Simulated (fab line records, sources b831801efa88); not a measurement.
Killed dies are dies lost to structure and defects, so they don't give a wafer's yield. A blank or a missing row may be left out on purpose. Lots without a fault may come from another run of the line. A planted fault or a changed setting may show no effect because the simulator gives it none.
A struck lot beside a sound one | flow sky130 | 43 steps out of a route of 708
Sound: wafers L510.1, L510.3, L510.6. Struck: wafers L524.1, L524.6. (L524.2 of the same lot was not struck and is left out.) The cause comes at the end.
At each step with rows: each side's tool, then ch and its chambers, then its first start. Under that, the readings that differ: sound wafers | struck wafers | difference of the means | sigmas: that difference in standard deviations of wafers without a fault.
alike: readings whose means differ by less than 2 such deviations, and words and numbers that are the same on both sides. not compared: withheld readings, readings that some wafer has no value for, bounds like >300 that may hide the same value, and numbers for which the record gives no deviation and whose values overlap.
The two part at a step that has a row with sigmas, a row that says differs or no value, or rows on one side only. Numbers that don't overlap but have no deviation are shown without sigmas and don't part them. A reading that every wafer of one side lacks parts them only if that side has two wafers or more.

first, 9 steps without rows for these wafers: SKY_CAP2M_CLEAN_17 (cleans in O3/DIW); SKY_METAL4_DEHYDRATE_05 (time 60 s); SKY_METAL4_HMDS_06 (prime time 60 s); SKY_METAL4_COAT_07 (resist thk 60 nm); SKY_METAL4_COAT_08 (resist thk 1140 nm); SKY_METAL4_SOFTBAKE_09 (time 90 s); SKY_METAL4_EXPOSE_10 (exposes mask MM4, target cd 300 nm); SKY_METAL4_PEB_11; SKY_METAL4_DEVELOP_12 (develop time 60 s).
SKY_METAL4_CD_MEAS_13: target cd 300 nm.
  sound on cd_sem-01, day 42 23:04; struck on cd_sem-02, day 46 05:22
  alike: cd_nm
SKY_METAL4_OVL_MEAS_14:
  sound on overlay-02, day 42 23:11; struck on overlay-01, day 46 05:29
  alike: METAL4_OVL
then, 1 step without rows for these wafers: SKY_METAL4_DESCUM_15 (chemistry O2, time 8 s).
SKY_METAL4_ETCH_16: etches BARC in N2/H2, stops on SiO2, time 88.2 s, target depth 60 nm.
  sound on rie_metal-04 ch 0,1, day 42 23:15; struck on rie_metal-04 ch 0, day 46 05:33
  alike: drypump_motor_current_A, oes_product_au, throttle_valve_pct
  not compared: rf_hours_counter_h
then, 1 step without rows for these wafers: SKY_METAL4_ETCH_17 (etches SiO2 in C4F8/O2/Ar, stops on TiN, time 3.9 s, target depth 15 nm).
SKY_METAL4_METAL_ETCH_18: etches the open film in Cl2/BCl3, stops on SiO2, target depth 845 nm, time 183.1 s.
  sound on rie_metal-02 ch 0,1, day 42 23:22; struck on rie_metal-02 ch 1, day 46 05:40
  alike: drypump_motor_current_A, oes_product_au, throttle_valve_pct
  not compared: rf_hours_counter_h
then, 5 steps without rows for these wafers: SKY_METAL4_STRIP_19 (strips in O2/N2); SKY_METAL4_STRIP_20 (strips in post etch residue remover, time 1200 s); SKY_METAL4_CLEAN_21 (cleans in IPA, time 180 s); SKY_METAL4_CLEAN_22 (cleans in O3/DIW); SKY_VIA4_HDPCVD_00 (deposits SiO2, target thk 1750 nm, time 291.7 s).
SKY_VIA4_THK_MEAS_01:
  sound on film_metro-04, day 43 00:21; struck on film_metro-04, day 46 06:47
  alike: VIA4_HDPCVD_THK
SKY_VIA4_CMP_02: polishes SiO2.
  sound on cmp-02 ch 0,1,3, day 43 00:25; struck on cmp-01 ch 1,2, day 46 07:41
  alike: motor_current_A
SKY_VIA4_BOW_MEAS_03:
  sound on film_metro-04, day 43 00:43; struck on film_metro-02, day 46 07:56
  alike: VIA4_BOW
then, 7 steps without rows for these wafers: SKY_VIA4_DEHYDRATE_04 (time 60 s); SKY_VIA4_HMDS_05 (prime time 60 s); SKY_VIA4_COAT_06 (resist thk 1140 nm); SKY_VIA4_SOFTBAKE_07 (time 60 s); SKY_VIA4_EXPOSE_08 (exposes mask VIM4, target cd 800 nm); SKY_VIA4_PEB_09; SKY_VIA4_DEVELOP_10 (develop time 60 s).
SKY_VIA4_OVL_MEAS_11:
  sound on overlay-02, day 43 22:42; struck on overlay-01, day 47 04:35
  alike: VIA4_OVL
SKY_VIA4_ETCH_12: etches SiO2 in C4F8/O2/Ar, stops on TiN, target depth 580 nm.
  sound on rie_diel-01 ch 0,2,3, day 43 22:44; struck on rie_diel-01 ch 0,3, day 47 04:37
  alike: oes_product_au
then, 5 steps without rows for these wafers: SKY_VIA4_STRIP_13 (strips in O2/N2); SKY_VIA4_STRIP_14 (strips in post etch residue remover, time 1200 s); SKY_VIA4_CLEAN_15 (cleans in IPA, time 180 s); SKY_VIA4_CLEAN_16 (cleans in O3/DIW); SKY_VIA4_SPUTTER_17 (material TiN, target thk 20 nm, time 80 s).
SKY_VIA4_CVD_18: deposits W, target thk 505 nm, time 152.14 s.
  sound on cvd_w-02 ch 0,1, day 43 23:28; struck on cvd_w-02 ch 0,1, day 47 05:21
  alike: heater_power_w
SKY_VIA4_RS_MEAS_19: measures by four-point-probe.
  sound on film_metro-02, day 43 23:37; struck on film_metro-04, day 47 05:30
  reading            | sound                | struck        | difference | sigmas
  VIA4_W_RS (ohm/sq) | 0.2323 0.2308 0.2256 | 0.2264 0.2216 | -0.0056    | -2
SKY_VIA4_THK_MEAS_20: measures by xrf.
  sound on film_metro-02, day 43 23:44; struck on film_metro-04, day 47 05:37
  reading         | sound       | struck  | difference | sigmas
  VIA4_W_THK (nm) | 486 489 499 | 500 513 | +15        | +2
SKY_VIA4_CMP_21: polishes, stops on SiO2, t overpolish 25 s, target thk 0 nm.
  sound on cmp-01 ch 0,2, day 43 23:59; struck on cmp-01 ch 1,3, day 47 05:49
  alike: motor_current_A, overpolish_run_s, time_to_endpoint_s
then, 1 step without rows for these wafers: SKY_METAL5_SPUTTER_00 (material Ti, target thk 15 nm, time 10 s).
-- the record jumps here: 3 days lie between the struck wafers' starts before and after (it left off in module METAL5 and takes up again in module PAD_OPEN, whose first step shown is number 708 of the route) --
SKY_PAD_OPEN_PROBE_99:
  sound on prober-02, day 46 18:43; struck on prober-01, day 49 18:05
  reading                               | sound              | struck      | difference | sigmas
  defect_limited_yield (%)              | 81.9 82.7 79.7     | 74.4 73.8   | -7.3       | -4
  killed_at_M4_up                       | 2 3 1              | 51 52       | +50        | +28
  killed_at_front_end                   | 23 17 20           | 12 11       | -8         | -2
  killed_dies                           | 89 85 100          | 126 129     | +36        | +4
  sort_bin_3_pad_short (%)              | 0.8 0.2 1.0        | 4.3 3.3     | +3.1       | +8
  sort_bin_5_function (%)               | 10.4 11.4 13.2     | 14.6 15.4   | +3.3       | +2
  sort_n_pass                           | 403 407 392        | 366 363     | -36        | -4
  sort_yield_pct (%)                    | 81.9 82.7 79.7     | 74.4 73.8   | -7.3       | -4
  model.etest.tester.sort_n_pass        | 403 407 392        | 366 363     | -36        |
  model.etest.tester.sort_yield_pct (%) | 81.91 82.72 79.67  | 74.39 73.78 | -7.35      |
  model.etest.tester.sort_bin_5_pct (%) | 10.37 11.38 13.21  | 14.63 15.45 | +3.39      |
  model.etest.tester.sort_bin_3_pct (%) | 0.813 0.2033 1.016 | 4.268 3.252 | +3.083     |
  alike: killed_at_M0_to_M3, killed_at_contacts, killed_at_other, killed_open, killed_short, sort_bin_6_memory

WHERE THEY PART
First at SKY_VIA4_RS_MEAS_19; last, within this record, at SKY_PAD_OPEN_PROBE_99.

WHY: what the simulator had put in
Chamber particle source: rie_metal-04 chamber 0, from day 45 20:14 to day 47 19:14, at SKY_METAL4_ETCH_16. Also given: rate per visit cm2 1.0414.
